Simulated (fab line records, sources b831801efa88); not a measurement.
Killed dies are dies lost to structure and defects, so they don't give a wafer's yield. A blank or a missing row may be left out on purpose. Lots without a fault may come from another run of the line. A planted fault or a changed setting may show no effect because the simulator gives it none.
Problem report in the 8D (eight disciplines) form, filled by code | flow sky130 | the parts of the form that need people (team, actions taken, sign-off) are left out

1. THE PROBLEM
killed_at_front_end at SKY_PAD_OPEN_PROBE_99 reads a mean of 177 on 6 wafers of 2 lots; wafers without a fault read 15 with a standard deviation of 4.1. That is +39 standard deviations from the usual mean.
First seen on wafer L260.2, day 50 20:08, on prober-01. The record holds 6 wafers of 2 lots with a number at this step. Rule for "out", or "out of limits": more than 4 standard deviations from the usual mean. The other wafers with a number count as sound.

2. WHAT IT IS AND WHAT IT IS NOT
question                    | is                                              | is not
which readings at this step | killed_at_front_end, killed_dies, killed_on_rim | killed_at_M0_to_M3, killed_at_contacts, killed_at_other, killed_open
which lots                  | L259, L260                                      | -
which wafers of those lots  | all that have a number                          | -
read on which tools         | prober-01, prober-02                            | -
when                        | from day 50 20:08                               | up to then (0 sound wafers)

3. SUSPECTS, AND WHAT RULES EACH OUT
Counting: a tool at a process step up to the reading stays a suspect if it ran every lot that is out and no sound lot after the first of them.
- furnace-02 at SKY_NWELL_OXIDATION_01 (stabilise 600 s, purge 300 s, target thk 10 nm): kept. It ran every lot that is out, first L259 (day 7 06:51), and no sound lot after that.
- cmp-02 at SKY_VIA4_CMP_21 (polishes, stops on SiO2, t overpolish 25 s, target thk 0 nm): kept. It ran every lot that is out, first L260 (day 48 13:07), and no sound lot after that.
- pvd_sputter-02 at SKY_METAL5_SPUTTER_04 (material TiN, target thk 70 nm, time 58.3 s): kept. It ran every lot that is out, first L260 (day 48 13:29), and no sound lot after that.
Left after counting: furnace-02 at SKY_NWELL_OXIDATION_01, cmp-02 at SKY_VIA4_CMP_21, pvd_sputter-02 at SKY_METAL5_SPUTTER_04.

4. THE CAUSE (what the simulator had put in)
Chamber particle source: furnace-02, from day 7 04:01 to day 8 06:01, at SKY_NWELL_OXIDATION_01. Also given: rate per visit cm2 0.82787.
Counting left 3 suspects, and this tool is among them.

5. THE CHAIN OF EFFECTS, in route order
Each row: a reading whose mean over the struck wafers that have a number lies more than 3 standard deviations from the usual. Only readings for which the record gives a usual standard deviation are gone through. hours: the time from each lot's start at the first step in this table that gives one to its start at this step, as a median over the lots. sigmas: the change in usual standard deviations.
hours | step                  | reading             | usual | on struck wafers | change | sigmas
0     | SKY_PAD_OPEN_PROBE_99 | killed_at_front_end | 15    | 177              | +162   | +39
0     | SKY_PAD_OPEN_PROBE_99 | killed_dies         | 87    | 240              | +152   | +15
0     | SKY_PAD_OPEN_PROBE_99 | killed_on_rim       | 17    | 47               | +30    | +7.9
The process steps in it:
- SKY_PAD_OPEN_PROBE_99

6. WHAT WOULD HAVE CAUGHT IT SOONER
In this record the first reading out of limits was taken at day 50 20:08, 1048 hours after the fault began at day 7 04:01.
All the lots that are out (2) had begun SKY_NWELL_OXIDATION_01 on furnace-02 by day 50 20:08. A hold on the tool at that time would have spared none of them.
